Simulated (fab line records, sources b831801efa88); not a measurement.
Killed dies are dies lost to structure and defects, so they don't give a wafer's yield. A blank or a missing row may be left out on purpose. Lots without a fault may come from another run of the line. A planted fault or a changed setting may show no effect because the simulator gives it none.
Which tool did it? | flow sky130 | 12 lots, 36 wafers sampled, at 5 steps of a route of 708

WHAT THE GAUGES READ, wafer by wafer
SKY_VT_ADJUST_HVTP_CD_MEAS_07: target cd 380 nm.
lot  | measured     | on        | cd_nm (nm)
L425 | day 6 05:41  | cd_sem-01 | 380.2 381.4 378.7
L426 | day 6 08:13  | cd_sem-01 | 381.0 383.3 382.3
L427 | day 6 11:07  | cd_sem-02 | 381.1 381.8 380.1
L428 | day 6 18:29  | cd_sem-02 | 379.5 379.6 378.7
L429 | day 6 21:55  | cd_sem-02 | 379.6 379.5 378.2
L432 | day 7 22:11  | cd_sem-01 | 378.9 375.6 377.9
L433 | day 8 02:37  | cd_sem-01 | 376.6 380.9 381.0
L434 | day 8 11:22  | cd_sem-01 | 382.2 384.0 384.0
L437 | day 9 07:54  | cd_sem-01 | 378.9 382.0 380.4
L440 | day 9 23:05  | cd_sem-02 | 384.1 382.7 381.2
L445 | day 11 09:24 | cd_sem-01 | 385.6 382.4 381.7
L448 | day 12 04:07 | cd_sem-01 | 379.9 376.9 376.9

SKY_VT_ADJUST_NCORE_CD_MEAS_07: target cd 380 nm.
lot  | measured     | on        | cd_nm (nm)
L425 | day 8 18:08  | cd_sem-02 | 380.7 380.0 381.1
L426 | day 8 20:58  | cd_sem-02 | 381.8 381.7 383.7
L427 | day 9 00:07  | cd_sem-01 | 385.1 383.2 384.8
L428 | day 9 08:12  | cd_sem-02 | 381.3 381.2 379.8
L429 | day 9 11:34  | cd_sem-02 | 379.3 381.2 380.9
L432 | day 10 15:23 | cd_sem-01 | 384.8 384.3 383.3
L433 | day 10 21:07 | cd_sem-01 | 381.1 379.8 380.5
L434 | day 11 05:41 | cd_sem-02 | 379.4 378.6 378.4
L437 | day 12 04:35 | cd_sem-01 | 380.2 377.6 379.1
L440 | day 12 21:39 | cd_sem-02 | 380.0 382.9 379.1
L445 | day 14 12:11 | cd_sem-02 | 380.5 379.8 381.2
L448 | day 15 09:30 | cd_sem-02 | 381.6 380.7 381.7

SKY_VT_ADJUST_NCORE_TW_MEAS_11.
lot  | measured     | on            | VT_ADJUST_NCORE_TW
L425 | day 8 18:31  | film_metro-03 | 218.8 218.4 218.9
L426 | day 8 21:21  | film_metro-03 | 217.8 217.4 217.2
L427 | day 9 00:30  | film_metro-03 | 218.0 217.8 218.3
L428 | day 9 08:36  | film_metro-01 | 221.5 221.4 221.1
L429 | day 9 11:58  | film_metro-04 | 219.6 219.9 220.3
L432 | day 10 15:47 | film_metro-04 | 219.3 220.3 220.2
L433 | day 10 21:31 | film_metro-04 | 219.7 218.2 218.8
L434 | day 11 06:05 | film_metro-03 | 219.0 218.1 217.8
L437 | day 12 05:00 | film_metro-03 | 220.0 217.4 219.1
L440 | day 12 22:01 | film_metro-03 | 229.6 229.4 230.7 229.2 229.8 230.1
L445 | day 14 12:36 | film_metro-01 | 232.5 231.4 230.3 231.6 231.8 231.0
L448 | day 15 09:54 | film_metro-01 | 219.8 220.9 221.0

WHICH TOOL RAN EACH LOT (tool, then ch and the chambers of the sampled wafers, then the start)
lot  | SKY_VT_ADJUST_LVTN_STRIP_09          | SKY_VT_ADJUST_NCORE_IMPLANT_09
L425 | plasma_asher-01 ch 0,1, day 7 01:16  | implanter-02 ch 0, day 8 18:17
L426 | plasma_asher-04 ch 0,1, day 7 03:56  | implanter-03 ch 0, day 8 21:07
L427 | plasma_asher-04 ch 1, day 7 07:16    | implanter-02 ch 0, day 9 00:16
L428 | plasma_asher-04 ch 0,1, day 7 14:14  | implanter-04 ch 0, day 9 08:21
L429 | plasma_asher-01 ch 0,1, day 7 18:05  | implanter-04 ch 0, day 9 11:43
L432 | plasma_asher-04 ch 0, day 8 19:49    | implanter-02 ch 0, day 10 15:32
L433 | plasma_asher-04 ch 0,1, day 9 00:20  | implanter-02 ch 0, day 10 21:16
L434 | plasma_asher-01 ch 0,1, day 9 08:56  | implanter-02 ch 0, day 11 05:50
L437 | plasma_asher-01 ch 0,1, day 10 05:56 | implanter-02 ch 0, day 12 04:45
L440 | plasma_asher-04 ch 0,1, day 10 22:23 | implanter-04 ch 0, day 12 21:49
L445 | plasma_asher-04 ch 0,1, day 12 09:14 | implanter-04 ch 0, day 14 12:21
L448 | plasma_asher-02 ch 0,1, day 13 04:59 | implanter-03 ch 0, day 15 09:39
- SKY_VT_ADJUST_LVTN_STRIP_09: strips in O2/N2.
- SKY_VT_ADJUST_NCORE_IMPLANT_09

WHAT THE TOOLS THEMSELVES READ (means of the sampled wafers that have a number; where no wafer has one, the mark that the record gives instead)
SKY_VT_ADJUST_LVTN_STRIP_09.
lot  | tool            | drypump_motor_current_A (A) | oes_product_au (a.u.) | strip_time_to_endpoint_s (s)
L425 | plasma_asher-01 | 5.8                         | 0.719                 | 36.97
L426 | plasma_asher-04 | 5.2                         | 0.729                 | 36.94
L427 | plasma_asher-04 | 5.5                         | 0.726                 | 37.11
L428 | plasma_asher-04 | 5.1                         | 0.727                 | 36.95
L429 | plasma_asher-01 | 5.9                         | 0.722                 | 36.95
L432 | plasma_asher-04 | 5.0                         | 0.723                 | 36.87
L433 | plasma_asher-04 | 5.3                         | 0.723                 | 37.03
L434 | plasma_asher-01 | 5.8                         | 0.716                 | 36.94
L437 | plasma_asher-01 | 5.8                         | 0.721                 | 36.77
L440 | plasma_asher-04 | 5.3                         | 0.722                 | 36.85
L445 | plasma_asher-04 | 5.3                         | 0.720                 | 37.13
L448 | plasma_asher-02 | 5.5                         | 0.723                 | 36.77

SKY_VT_ADJUST_NCORE_IMPLANT_09.
lot  | tool         | beam_on_s (s) | faraday_current_uA
L425 | implanter-02 | 9.99          | 13.58
L426 | implanter-03 | 10.08         | 13.44
L427 | implanter-02 | 10.12         | 13.40
L428 | implanter-04 | 10.00         | 13.52
L429 | implanter-04 | 10.01         | 13.55
L432 | implanter-02 | 9.92          | 13.63
L433 | implanter-02 | 9.91          | 13.68
L434 | implanter-02 | 9.91          | 13.68
L437 | implanter-02 | 9.84          | 13.75
L440 | implanter-04 | 12.06         | 11.20
L445 | implanter-04 | 11.83         | 11.48
L448 | implanter-03 | 9.77          | 13.83

THE ANSWER, worked out from the rows above alone
Rule: what is usual is taken from the lots themselves. Put in order of their means at a reading, lots are off if they are a third of the lots or fewer, leave a main group of 4 or more, and stand apart from it by a gap of 3 or more times the standard deviation of the main group's means; of several such gaps the widest counts. A main group whose means are all the same, to the digits that the tables above print for the reading, isn't used. A lot without any number at a reading at which 4 lots or more have one is off too. The other lots that the step has rows for count as sound. The gauges are gone through in route order, then the tools' own readings, and for those a lot's mean is taken as printed above. The first step at which some lot is off is used, and at that step the reading that is off furthest; a lot without a number counts as furthest.
Off: L440, L445, at SKY_VT_ADJUST_NCORE_TW_MEAS_11 (VT_ADJUST_NCORE_TW). The main group: mean 219.2, standard deviation 1.1.
A tool fits if, at a process step before that reading, it ran every lot that is off, and no sound lot after the first of them. The gauges at SKY_VT_ADJUST_NCORE_TW_MEAS_11 aren't tried: what is off there is off at SKY_VT_ADJUST_NCORE_IMPLANT_09 too, on other tools, and a gauge's error can't cause that. Can't be told from this: 2 tools fit, plasma_asher-04 at SKY_VT_ADJUST_LVTN_STRIP_09, implanter-04 at SKY_VT_ADJUST_NCORE_IMPLANT_09.

WHAT THE SIMULATOR HAD PUT IN
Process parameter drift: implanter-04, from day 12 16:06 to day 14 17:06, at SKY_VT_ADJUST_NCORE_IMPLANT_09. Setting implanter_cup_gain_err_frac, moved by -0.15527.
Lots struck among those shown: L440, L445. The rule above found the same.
